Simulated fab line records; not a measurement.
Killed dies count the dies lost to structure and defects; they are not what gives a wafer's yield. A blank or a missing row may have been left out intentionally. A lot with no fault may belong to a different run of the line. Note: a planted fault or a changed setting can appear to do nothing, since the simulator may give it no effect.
Which of the tools did it? / flow gf180mcu / 24 lots, 72 wafers sampled, at 5 steps of a route of 602

WHAT THE GAUGES READ, wafer by wafer
GF_STI_BOW_MEAS_00.
lot=L074; measured=day 1 10:02; on=filmMetro-01; INCOMING_BOW (um)=3 -3 2
lot=L075; measured=day 1 15:00; on=filmMetro-02; INCOMING_BOW (um)=-5 6 -7
lot=L076; measured=day 1 20:00; on=filmMetro-02; INCOMING_BOW (um)=-2 -2 0
lot=L077; measured=day 2 01:00; on=filmMetro-01; INCOMING_BOW (um)=1 -8 -4
lot=L078; measured=day 2 06:02; on=filmMetro-01; INCOMING_BOW (um)=0 10 -7
lot=L079; measured=day 2 11:00; on=filmMetro-01; INCOMING_BOW (um)=-5 -7 -1
lot=L080; measured=day 2 16:01; on=filmMetro-02; INCOMING_BOW (um)=2 5 2
lot=L081; measured=day 2 21:00; on=filmMetro-02; INCOMING_BOW (um)=11 -1 2
lot=L082; measured=day 3 02:00; on=filmMetro-02; INCOMING_BOW (um)=-4 -5 -8
lot=L083; measured=day 3 07:02; on=filmMetro-04; INCOMING_BOW (um)=7 -1 12
lot=L084; measured=day 3 12:00; on=filmMetro-04; INCOMING_BOW (um)=-12 -6 11
lot=L085; measured=day 3 17:00; on=filmMetro-01; INCOMING_BOW (um)=8 -4 5
lot=L086; measured=day 3 22:04; on=filmMetro-04; INCOMING_BOW (um)=2 -6 13
lot=L087; measured=day 4 03:00; on=filmMetro-01; INCOMING_BOW (um)=0 -9 -3
lot=L088; measured=day 4 08:00; on=filmMetro-02; INCOMING_BOW (um)=2 2 7
lot=L089; measured=day 4 13:01; on=filmMetro-04; INCOMING_BOW (um)=-5 -7 8
lot=L090; measured=day 4 18:01; on=filmMetro-01; INCOMING_BOW (um)=7 -5 2
lot=L091; measured=day 4 23:01; on=filmMetro-01; INCOMING_BOW (um)=-1 -3 11
lot=L092; measured=day 5 04:00; on=filmMetro-01; INCOMING_BOW (um)=-2 -6 -1
lot=L093; measured=day 5 09:00; on=filmMetro-04; INCOMING_BOW (um)=-3 2 3
lot=L094; measured=day 5 14:01; on=filmMetro-01; INCOMING_BOW (um)=-6 3 0
lot=L095; measured=day 5 19:00; on=filmMetro-02; INCOMING_BOW (um)=-4 7 1
lot=L096; measured=day 6 00:04; on=filmMetro-01; INCOMING_BOW (um)=-3 7 9
lot=L097; measured=day 6 05:01; on=filmMetro-01; INCOMING_BOW (um)=4 5 -3

GF_VT_IMPLANT_OVL_MEAS_29.
lot=L074; measured=day 6 20:31; on=overlay-01; VT_IMPLANT_02_OVL (nm)=-2.7 -2.8 -2.9
lot=L075; measured=day 7 03:10; on=overlay-01; VT_IMPLANT_02_OVL (nm)=-1.7 -0.1 -0.2
lot=L076; measured=day 7 09:19; on=overlay-02; VT_IMPLANT_02_OVL (nm)=-1.5 -1.0 -1.7
lot=L077; measured=day 7 14:13; on=overlay-02; VT_IMPLANT_02_OVL (nm)=-1.9 -0.7 -1.3
lot=L078; measured=day 8 01:55; on=overlay-02; VT_IMPLANT_02_OVL (nm)=-1.6 -0.5 0.0
lot=L079; measured=day 8 06:40; on=overlay-02; VT_IMPLANT_02_OVL (nm)=-1.3 -0.9 -2.7
lot=L080; measured=day 8 11:46; on=overlay-02; VT_IMPLANT_02_OVL (nm)=-1.7 -1.9 -2.2
lot=L081; measured=day 8 18:46; on=overlay-01; VT_IMPLANT_02_OVL (nm)=0.2 1.2 1.7
lot=L082; measured=day 9 01:25; on=overlay-02; VT_IMPLANT_02_OVL (nm)=-3.3 -2.9 -2.0
lot=L083; measured=day 9 07:26; on=overlay-02; VT_IMPLANT_02_OVL (nm)=-1.7 -0.4 -0.3
lot=L084; measured=day 9 17:25; on=overlay-01; VT_IMPLANT_02_OVL (nm)=-2.3 -1.4 -1.5
lot=L085; measured=day 9 20:16; on=overlay-01; VT_IMPLANT_02_OVL (nm)=1.4 1.6 1.7
lot=L086; measured=day 10 03:47; on=overlay-01; VT_IMPLANT_02_OVL (nm)=-2.3 -1.6 -0.6
lot=L087; measured=day 10 10:46; on=overlay-02; VT_IMPLANT_02_OVL (nm)=1.1 0.5 0.3
lot=L088; measured=day 10 14:16; on=overlay-02; VT_IMPLANT_02_OVL (nm)=-2.8 -1.0 -1.8
lot=L089; measured=day 11 04:01; on=overlay-01; VT_IMPLANT_02_OVL (nm)=-1.3 -2.7 -0.7
lot=L090; measured=day 11 06:31; on=overlay-02; VT_IMPLANT_02_OVL (nm)=-1.3 -0.6 -2.0
lot=L091; measured=day 11 11:58; on=overlay-01; VT_IMPLANT_02_OVL (nm)=-3.1 -1.3 -1.8
lot=L092; measured=day 11 17:16; on=overlay-02; VT_IMPLANT_02_OVL (nm)=-2.0 -0.8 -1.4
lot=L093; measured=day 12 01:04; on=overlay-02; VT_IMPLANT_02_OVL (nm)=-2.6 -1.7 -1.9
lot=L094; measured=day 12 07:22; on=overlay-02; VT_IMPLANT_02_OVL (nm)=0.0 -0.4 -0.1
lot=L095; measured=day 12 13:07; on=overlay-02; VT_IMPLANT_02_OVL (nm)=-2.4 -0.4 -1.0
lot=L096; measured=day 12 20:56; on=overlay-01; VT_IMPLANT_02_OVL (nm)=-2.6 -3.4 -2.9
lot=L097; measured=day 13 00:37; on=overlay-01; VT_IMPLANT_02_OVL (nm)=-0.4 -0.9 -1.2

GF_CONTACT_BOW_MEAS_05.
lot=L074; measured=day 15 04:40; on=filmMetro-02; CONTACT_BOW (um)=68 63 67
lot=L075; measured=day 15 13:52; on=filmMetro-04; CONTACT_BOW (um)=60 70 58
lot=L076; measured=day 15 23:06; on=filmMetro-04; CONTACT_BOW (um)=66 65 68
lot=L077; measured=day 16 02:20; on=filmMetro-02; CONTACT_BOW (um)=70 60 64
lot=L078; measured=day 16 17:05; on=filmMetro-02; CONTACT_BOW (um)=68 79 62
lot=L079; measured=day 17 00:31; on=filmMetro-04; CONTACT_BOW (um)=57 56 62
lot=L080; measured=day 17 09:20; on=filmMetro-02; CONTACT_BOW (um)=67 70 68
lot=L081; measured=day 17 14:31; on=filmMetro-03; CONTACT_BOW (um)=75 65 65
lot=L082; measured=day 18 08:30; on=filmMetro-02; CONTACT_BOW (um)=67 65 62
lot=L083; measured=day 18 11:19; on=filmMetro-03; CONTACT_BOW (um)=72 64 76
lot=L084; measured=day 18 21:10; on=filmMetro-02; CONTACT_BOW (um)=54 61 78
lot=L085; measured=day 19 08:19; on=filmMetro-03; CONTACT_BOW (um)=76 64 74
lot=L086; measured=day 19 10:35; on=filmMetro-03; CONTACT_BOW (um)=72 65 83
lot=L087; measured=day 19 22:34; on=filmMetro-03; CONTACT_BOW (um)=65 54 61
lot=L088; measured=day 20 03:38; on=filmMetro-02; CONTACT_BOW (um)=67 67 72
lot=L089; measured=day 21 00:59; on=filmMetro-03; CONTACT_BOW (um)=59 56 71
lot=L090; measured=day 21 04:26; on=filmMetro-02; CONTACT_BOW (um)=72 61 66
lot=L091; measured=day 21 13:49; on=filmMetro-02; CONTACT_BOW (um)=66 67 79
lot=L092; measured=day 21 18:20; on=filmMetro-02; CONTACT_BOW (um)=62 56 63
lot=L093; measured=day 22 00:07; on=filmMetro-04; CONTACT_BOW (um)=58 64 63
lot=L094; measured=day 22 06:35; on=filmMetro-03; CONTACT_BOW (um)=62 69 68
lot=L095; measured=day 22 14:41; on=filmMetro-04; CONTACT_BOW (um)=62 71 66
lot=L096; measured=day 23 04:04; on=filmMetro-03; CONTACT_BOW (um)=63 73 76
lot=L097; measured=day 23 06:06; on=filmMetro-04; CONTACT_BOW (um)=69 70 63

GF_V2_BOW_MEAS_05.
lot=L074; measured=day 19 06:15; on=filmMetro-04; V2_BOW (um)=99 95 99
lot=L075; measured=day 19 17:18; on=filmMetro-02; V2_BOW (um)=91 101 88
lot=L076; measured=day 20 04:29; on=filmMetro-02; V2_BOW (um)=106 106 109
lot=L077; measured=day 20 07:07; on=filmMetro-03; V2_BOW (um)=102 93 96
lot=L078; measured=day 20 23:02; on=filmMetro-02; V2_BOW (um)=109 120 103
lot=L079; measured=day 21 06:53; on=filmMetro-03; V2_BOW (um)=93 89 97
lot=L080; measured=day 21 14:49; on=filmMetro-04; V2_BOW (um)=99 104 100
lot=L081; measured=day 21 18:36; on=filmMetro-04; V2_BOW (um)=112 99 99
lot=L082; measured=day 22 14:15; on=filmMetro-02; V2_BOW (um)=97 94 92
lot=L083; measured=day 22 17:52; on=filmMetro-02; V2_BOW (um)=110 102 117
lot=L084; measured=day 23 02:22; on=filmMetro-04; V2_BOW (um)=95 102 117
lot=L085; measured=day 23 13:07; on=filmMetro-02; V2_BOW (um)=116 106 112
lot=L086; measured=day 23 15:18; on=filmMetro-02; V2_BOW (um)=107 99 120
lot=L087; measured=day 24 00:10; on=filmMetro-04; V2_BOW (um)=95 87 94
lot=L088; measured=day 24 05:28; on=filmMetro-04; V2_BOW (um)=98 99 103
lot=L089; measured=day 25 01:24; on=filmMetro-03; V2_BOW (um)=93 90 106
lot=L090; measured=day 25 04:18; on=filmMetro-04; V2_BOW (um)=101 90 97
lot=L091; measured=day 25 14:38; on=filmMetro-04; V2_BOW (um)=92 91 102
lot=L092; measured=day 25 17:25; on=filmMetro-04; V2_BOW (um)=94 88 94
lot=L093; measured=day 25 21:52; on=filmMetro-04; V2_BOW (um)=85 90 92
lot=L094; measured=day 26 05:05; on=filmMetro-02; V2_BOW (um)=93 100 98
lot=L095; measured=day 26 12:36; on=filmMetro-04; V2_BOW (um)=112 121 114
lot=L096; measured=day 26 23:10; on=filmMetro-04; V2_BOW (um)=91 102 103
lot=L097; measured=day 27 02:41; on=filmMetro-02; V2_BOW (um)=101 103 95

TOOL THAT RAN EACH LOT (tool first, then ch and the chambers of the sampled wafers, then the start)
lot=L074; GF_M2_SPUTTER_00=pvdSputter-02, day 18 05:01
lot=L075; GF_M2_SPUTTER_00=pvdSputter-02, day 18 14:59
lot=L076; GF_M2_SPUTTER_00=pvdSputter-02, day 19 02:07
lot=L077; GF_M2_SPUTTER_00=pvdSputter-03, day 19 05:19
lot=L078; GF_M2_SPUTTER_00=pvdSputter-03, day 19 20:52
lot=L079; GF_M2_SPUTTER_00=pvdSputter-03, day 20 04:54
lot=L080; GF_M2_SPUTTER_00=pvdSputter-03, day 20 13:16
lot=L081; GF_M2_SPUTTER_00=pvdSputter-02, day 20 17:16
lot=L082; GF_M2_SPUTTER_00=pvdSputter-02, day 21 12:57
lot=L083; GF_M2_SPUTTER_00=pvdSputter-03, day 21 17:14
lot=L084; GF_M2_SPUTTER_00=pvdSputter-03, day 22 01:37
lot=L085; GF_M2_SPUTTER_00=pvdSputter-03, day 22 12:58
lot=L086; GF_M2_SPUTTER_00=pvdSputter-03, day 22 14:13
lot=L087; GF_M2_SPUTTER_00=pvdSputter-02, day 23 00:58
lot=L088; GF_M2_SPUTTER_00=pvdSputter-02, day 23 05:47
lot=L089; GF_M2_SPUTTER_00=pvdSputter-03, day 24 01:43
lot=L090; GF_M2_SPUTTER_00=pvdSputter-02, day 24 05:44
lot=L091; GF_M2_SPUTTER_00=pvdSputter-02, day 24 16:05
lot=L092; GF_M2_SPUTTER_00=pvdSputter-01, day 24 18:22
lot=L093; GF_M2_SPUTTER_00=pvdSputter-01, day 24 23:01
lot=L094; GF_M2_SPUTTER_00=pvdSputter-03, day 25 06:26
lot=L095; GF_M2_SPUTTER_00=pvdSputter-03, day 25 14:13
lot=L096; GF_M2_SPUTTER_00=pvdSputter-02, day 26 01:10
lot=L097; GF_M2_SPUTTER_00=pvdSputter-02, day 26 03:51
- GF_M2_SPUTTER_00: material Ti, target thk 37.5 nm, time 150 s.

AS READ BY THE TOOLS THEMSELVES (means over the sampled wafers that have a number; for cases with no such wafer, the mark the record gives instead)
GF_M2_SPUTTER_00.
lot=L074; tool=pvdSputter-02; throttleValvePct (%)=30.8
lot=L075; tool=pvdSputter-02; throttleValvePct (%)=30.7
lot=L076; tool=pvdSputter-02; throttleValvePct (%)=30.3
lot=L077; tool=pvdSputter-03; throttleValvePct (%)=29.7
lot=L078; tool=pvdSputter-03; throttleValvePct (%)=29.5
lot=L079; tool=pvdSputter-03; throttleValvePct (%)=30.2
lot=L080; tool=pvdSputter-03; throttleValvePct (%)=30.1
lot=L081; tool=pvdSputter-02; throttleValvePct (%)=30.4
lot=L082; tool=pvdSputter-02; throttleValvePct (%)=30.7
lot=L083; tool=pvdSputter-03; throttleValvePct (%)=30.2
lot=L084; tool=pvdSputter-03; throttleValvePct (%)=30.0
lot=L085; tool=pvdSputter-03; throttleValvePct (%)=29.6
lot=L086; tool=pvdSputter-03; throttleValvePct (%)=30.0
lot=L087; tool=pvdSputter-02; throttleValvePct (%)=30.1
lot=L088; tool=pvdSputter-02; throttleValvePct (%)=30.2
lot=L089; tool=pvdSputter-03; throttleValvePct (%)=29.9
lot=L090; tool=pvdSputter-02; throttleValvePct (%)=30.1
lot=L091; tool=pvdSputter-02; throttleValvePct (%)=29.8
lot=L092; tool=pvdSputter-01; throttleValvePct (%)=29.7
lot=L093; tool=pvdSputter-01; throttleValvePct (%)=29.7
lot=L094; tool=pvdSputter-03; throttleValvePct (%)=29.7
lot=L095; tool=pvdSputter-03; throttleValvePct (%)=30.0
lot=L096; tool=pvdSputter-02; throttleValvePct (%)=30.4
lot=L097; tool=pvdSputter-02; throttleValvePct (%)=29.8

THE ANSWER, worked out from the rows above alone
Rule: what is usual is taken from the lots themselves. The widest of any qualifying gaps counts: lots, ordered by their means at a reading, are off when they make up no more than a third of the lots, leave a main group of 4 or more, and stand apart from it by 3 or more times the standard deviation of that group's means. If all means in a main group match to the digits the tables above print for the reading, that group is not used. Also off: a lot with no number at a reading for which 4 or more lots have one. All remaining lots with rows at the step are treated as sound. Order of review: gauges by route order, followed by the tools' own readings, for which a lot's mean as printed above is used. At the first step where some lot is off, the reading lying furthest off is the one used; lots without a number count as furthest.
Across all readings shown, no lot is off: no conclusion can be drawn from this.

WHAT THE SIMULATOR PUT IN
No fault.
